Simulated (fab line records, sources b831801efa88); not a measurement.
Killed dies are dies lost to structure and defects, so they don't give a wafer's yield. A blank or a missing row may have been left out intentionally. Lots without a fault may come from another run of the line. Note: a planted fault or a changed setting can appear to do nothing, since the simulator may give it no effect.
A struck lot beside a sound one || flow sky130 || 15 steps out of a route of 708
Sound: these wafers, L877.3, L877.5, L877.6. Struck: wafers L886.2, L886.4, L886.5. Last of all comes the cause.
Order at every step that has rows: each side's tool, ch and its chambers, its first start. Under that, the readings that differ: sound wafers || struck wafers || difference of the means || sigmas: that difference in standard deviations of wafers without a fault.
alike: readings whose means differ by less than 2 such deviations, and words and numbers that are the same on both sides. not compared: withheld readings, readings that some wafer has no value for, bounds like >300 that may hide the same value, and numbers for which the record gives no deviation and whose values overlap.
The two part at a step that has a row with sigmas, a row that says differs or no value, or rows on one side only. Non-overlapping numbers with no deviation appear without sigmas and do not part them. Lack of a reading on every wafer of one side parts them only where that side has two or more wafers.

first, 4 steps without rows for these wafers: SKY_VIA3_SOFTBAKE_08 (time 90 s); SKY_VIA3_EXPOSE_09 (exposes mask VIM3, target cd 200 nm); SKY_VIA3_PEB_10; SKY_VIA3_DEVELOP_11 (develop time 60 s).
SKY_VIA3_CD_MEAS_12: target cd 200 nm.
  sound on cd sem-01, day 41 17:01; struck on cd sem-02, day 45 17:09
  alike: cd nm
SKY_VIA3_OVL_MEAS_13:
  sound on overlay-01, day 41 17:07; struck on overlay-02, day 45 17:15
  alike: VIA3_OVL
SKY_VIA3_ETCH_14: etches BARC in N2/H2, stops on SiO2, time 45.9 s, target depth 60 nm.
  sound on rie diel-01 ch 1,2, day 41 17:08; struck on rie diel-01 ch 0,1,2, day 45 17:17
  alike: drypump motor current A, oes product au, throttle valve pct
  not compared: rf hours counter h
SKY_VIA3_ETCH_15: etches SiO2 in C4F8/O2/Ar, stops on TiN, target depth 507 nm, time 78 s.
  sound on rie diel-01 ch 1,2, day 41 17:10; struck on rie diel-01 ch 0,1,2, day 45 17:19
  alike: oes product au
  not compared: rf hours counter h
SKY_VIA3_STRIP_16: strips in O2/N2.
  sound on plasma asher-04 ch 0,1, day 41 17:16; struck on plasma asher-02 ch 0, day 45 17:23
{"reading": "drypump motor current A (A)", "sound": "5.28 5.57 5.26", "struck": "6.01 6.01 6.01", "difference": "+0.64", "sigmas": "+3"}
  alike: oes product au, strip time to endpoint s
  not compared: rf hours counter h
then, 3 steps without rows for these wafers: SKY_VIA3_STRIP_17 (strips in post etch residue remover, time 1200 s); SKY_VIA3_CLEAN_18 (cleans in IPA, time 180 s); SKY_VIA3_CLEAN_19 (cleans in O3/DIW).
SKY_VIA3_SPUTTER_20: material TiN, target thk 20 nm, time 80 s.
  sound on pvd sputter-04, day 41 17:50; struck on pvd sputter-04, day 45 17:59
{"reading": "model.TiN_of_VIA3_SPUTTER_20.thk nm (nm)", "sound": "19.72 19.54 19.5", "struck": "22.81 23.33 23.33", "difference": "+3.57", "sigmas": ""}
  alike: throttle valve pct
SKY_VIA3_CVD_21: deposits W, target thk 390 nm, time 117.31 s.
  sound on cvd w-01 ch 0,1, day 41 17:56; struck on cvd w-01 ch 0,1, day 45 18:02
  alike: heater power w
SKY_PAD_OPEN_PROBE_99:
  sound wafers here have rows in the record (prober-01, day 47 12:40); struck ones have none

== WHERE THEY PART ==
Last at SKY_PAD_OPEN_PROBE_99 as far as this record goes, first at SKY_VIA3_STRIP_16.

WHY: what the simulator had put in
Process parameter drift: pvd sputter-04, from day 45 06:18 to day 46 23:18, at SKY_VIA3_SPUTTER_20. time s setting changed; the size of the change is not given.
